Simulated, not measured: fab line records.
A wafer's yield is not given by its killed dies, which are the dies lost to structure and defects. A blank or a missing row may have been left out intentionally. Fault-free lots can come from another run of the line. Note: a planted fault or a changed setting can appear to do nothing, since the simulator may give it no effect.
Which of the tools did it? + flow sky130 + 39 wafers from 13 lots sampled at 5 of the route's 708 steps

## WHAT THE GAUGES SHOWED, per wafer
SKY_FIELD_ISO_THK_MEAS_02.
| lot  | measured    | on            | FIELD_ISO_OXIDATION_00_THK (nm) |
|------|-------------|---------------|---------------------------------|
| L325 | day 1 13:04 | film_metro-02 | 12.14 12.36 11.97               |
| L326 | day 1 17:26 | film_metro-03 | 12.28 12.10 12.51               |
| L327 | day 1 22:02 | film_metro-01 | 11.58 11.70 11.70               |
| L329 | day 2 07:44 | film_metro-03 | 12.32 12.30 12.43               |
| L331 | day 2 17:38 | film_metro-03 | 12.06 12.12 12.11               |
| L332 | day 2 22:50 | film_metro-01 | 12.29 12.21 12.18               |
| L334 | day 3 09:36 | film_metro-03 | 12.00 12.09 11.87               |
| L336 | day 3 19:19 | film_metro-03 | 11.98 12.31 12.00               |
| L342 | day 5 06:48 | film_metro-03 | 10.52 10.43 10.51               |
| L343 | day 5 06:48 | film_metro-01 | 10.13 10.15 10.21               |
| L344 | day 5 17:50 | film_metro-03 | 12.38 12.54 12.37               |
| L345 | day 5 17:52 | film_metro-02 | 12.42 12.57 12.39               |
| L348 | day 6 06:52 | film_metro-03 | 12.06 11.99 11.91               |

SKY_VIA2_RS_MEAS_22: measurement is done with a four-point probe.
| lot  | measured     | on            | VIA2_W_RS (ohm/sq)   |
|------|--------------|---------------|----------------------|
| L325 | day 36 14:32 | film_metro-02 | 0.2618 0.2580 0.2602 |
| L326 | day 36 14:41 | film_metro-01 | 0.2580 0.2543 0.2527 |
| L327 | day 36 20:26 | film_metro-01 | 0.2593 0.2543 0.2569 |
| L329 | day 37 10:11 | film_metro-01 | 0.2597 0.2581 0.2549 |
| L331 | day 38 01:13 | film_metro-02 | 0.2529 0.2538 0.2534 |
| L332 | day 38 17:10 | film_metro-02 | 0.2589 0.2584 0.2573 |
| L334 | day 39 14:53 | film_metro-01 | 0.2579 0.2572 0.2574 |
| L336 | day 40 18:36 | film_metro-03 | 0.2566 0.2568 0.2545 |
| L342 | day 42 00:41 | film_metro-01 | 0.2548 0.2531 0.2549 |
| L343 | day 42 02:44 | film_metro-03 | 0.2544 0.2539 0.2571 |
| L344 | day 42 08:59 | film_metro-03 | 0.2577 0.2560 0.2540 |
| L345 | day 42 10:47 | film_metro-02 | 0.2533 0.2544 0.2535 |
| L348 | day 43 06:25 | film_metro-01 | 0.2536 0.2561 0.2571 |

SKY_VIA3_THK_MEAS_01.
| lot  | measured     | on            | VIA3_HDPCVD_THK (nm) |
|------|--------------|---------------|----------------------|
| L325 | day 38 20:49 | film_metro-02 | 1597 1558 1564       |
| L326 | day 38 21:17 | film_metro-02 | 1570 1592 1584       |
| L327 | day 39 01:52 | film_metro-02 | 1565 1583 1550       |
| L329 | day 39 15:58 | film_metro-04 | 1575 1588 1582       |
| L331 | day 40 07:05 | film_metro-04 | 1609 1584 1573       |
| L332 | day 40 22:53 | film_metro-04 | 1593 1600 1583       |
| L334 | day 41 17:50 | film_metro-01 | 1598 1602 1581       |
| L336 | day 42 21:19 | film_metro-04 | 1577 1596 1594       |
| L342 | day 44 01:31 | film_metro-04 | 1585 1573 1579       |
| L343 | day 44 02:55 | film_metro-01 | 1601 1596 1572       |
| L344 | day 44 09:33 | film_metro-02 | 1593 1578 1580       |
| L345 | day 44 10:28 | film_metro-02 | 1572 1588 1562       |
| L348 | day 45 05:42 | film_metro-01 | 1595 1579 1586       |

## TOOL THAT RAN EACH LOT (tool first, then ch and the chambers of the sampled wafers, then the start)
| lot  | SKY_FIELD_ISO_OXIDATION_01   | SKY_METAL2_SPUTTER_00        |
|------|------------------------------|------------------------------|
| L325 | furnace-01 ch 0, day 1 11:34 | pvd_sputter-04, day 34 06:24 |
| L326 | furnace-01 ch 0, day 1 15:55 | pvd_sputter-02, day 34 06:37 |
| L327 | furnace-02 ch 0, day 1 20:32 | pvd_sputter-01, day 34 13:25 |
| L329 | furnace-01 ch 0, day 2 06:14 | pvd_sputter-04, day 35 04:31 |
| L331 | furnace-01 ch 0, day 2 16:07 | pvd_sputter-02, day 35 18:23 |
| L332 | furnace-02 ch 0, day 2 21:19 | pvd_sputter-01, day 36 11:41 |
| L334 | furnace-02 ch 0, day 3 08:05 | pvd_sputter-04, day 37 09:52 |
| L336 | furnace-02 ch 0, day 3 17:48 | pvd_sputter-02, day 38 13:49 |
| L342 | furnace-01 ch 0, day 5 05:17 | pvd_sputter-04, day 39 20:49 |
| L343 | furnace-01 ch 0, day 5 05:17 | pvd_sputter-04, day 39 22:52 |
| L344 | furnace-02 ch 0, day 5 16:19 | pvd_sputter-02, day 40 05:12 |
| L345 | furnace-02 ch 0, day 5 16:19 | pvd_sputter-04, day 40 07:13 |
| L348 | furnace-02 ch 0, day 6 05:20 | pvd_sputter-01, day 41 05:27 |
- SKY_FIELD_ISO_OXIDATION_01: stabilise 600 s, purge 300 s, target thk 12 nm.
- SKY_METAL2_SPUTTER_00: material Ti, target thk 15 nm, time 10 s.

## WHAT THE TOOLS THEMSELVES READ (means of the sampled wafers that have a number; where no wafer has one, the mark that the record gives instead)
SKY_FIELD_ISO_OXIDATION_01.
| lot  | tool       | zone_power_centre_pct (%) |
|------|------------|---------------------------|
| L325 | furnace-01 | 18.2                      |
| L326 | furnace-01 | 18.3                      |
| L327 | furnace-02 | 15.6                      |
| L329 | furnace-01 | 18.4                      |
| L331 | furnace-01 | 18.3                      |
| L332 | furnace-02 | 15.6                      |
| L334 | furnace-02 | 15.5                      |
| L336 | furnace-02 | 15.6                      |
| L342 | furnace-01 | 18.0                      |
| L343 | furnace-01 | 18.4                      |
| L344 | furnace-02 | 15.7                      |
| L345 | furnace-02 | 15.4                      |
| L348 | furnace-02 | 15.6                      |

SKY_METAL2_SPUTTER_00.
| lot  | tool           | throttle_valve_pct (%) |
|------|----------------|------------------------|
| L325 | pvd_sputter-04 | 28.7                   |
| L326 | pvd_sputter-02 | 30.2                   |
| L327 | pvd_sputter-01 | 29.0                   |
| L329 | pvd_sputter-04 | 29.9                   |
| L331 | pvd_sputter-02 | 31.1                   |
| L332 | pvd_sputter-01 | 29.0                   |
| L334 | pvd_sputter-04 | 29.3                   |
| L336 | pvd_sputter-02 | 30.9                   |
| L342 | pvd_sputter-04 | 30.3                   |
| L343 | pvd_sputter-04 | 30.2                   |
| L344 | pvd_sputter-02 | 30.2                   |
| L345 | pvd_sputter-04 | 29.9                   |
| L348 | pvd_sputter-01 | 29.2                   |

## THE ANSWER, worked out from the rows above alone
Rule: what is usual is taken from the lots themselves. Put in order of their means at a reading, lots are off if they are a third of the lots or fewer, leave a main group of 4 or more, and stand apart from it by a gap of 3 or more times the standard deviation of the main group's means; of several such gaps the widest counts. The tables above print the reading to a certain number of digits; a main group whose means all agree to those digits is not used. A lot without any number at a reading at which 4 lots or more have one is off too. The other lots that the step has rows for count as sound. First the gauges in route order, then the tools' own readings, where a lot's mean is used as printed above. At the first step where some lot is off, the reading lying furthest off is the one used; lots without a number count as furthest.
Off: L342, L343, at SKY_FIELD_ISO_THK_MEAS_02 (FIELD_ISO_OXIDATION_00_THK). For the main group the mean is 12.16 nm and the standard deviation 0.22.
If a tool, at a process step before that reading, ran all the lots that are off and no sound lot after the first of them, it fits. Gauges at SKY_FIELD_ISO_THK_MEAS_02: tried the same way as those tools. One fits: SKY_FIELD_ISO_OXIDATION_01 on furnace-01. A fault onset in the window from L331 (day 2 16:07, its last sound lot) to L342 (day 5 05:17, its first lot off) fits.

## WHAT HAD BEEN PUT IN BY THE SIMULATOR
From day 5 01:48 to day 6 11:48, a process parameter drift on furnace-01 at SKY_FIELD_ISO_OXIDATION_01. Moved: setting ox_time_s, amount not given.
Lots struck among those shown: L342, L343. The rule given above showed the same thing.
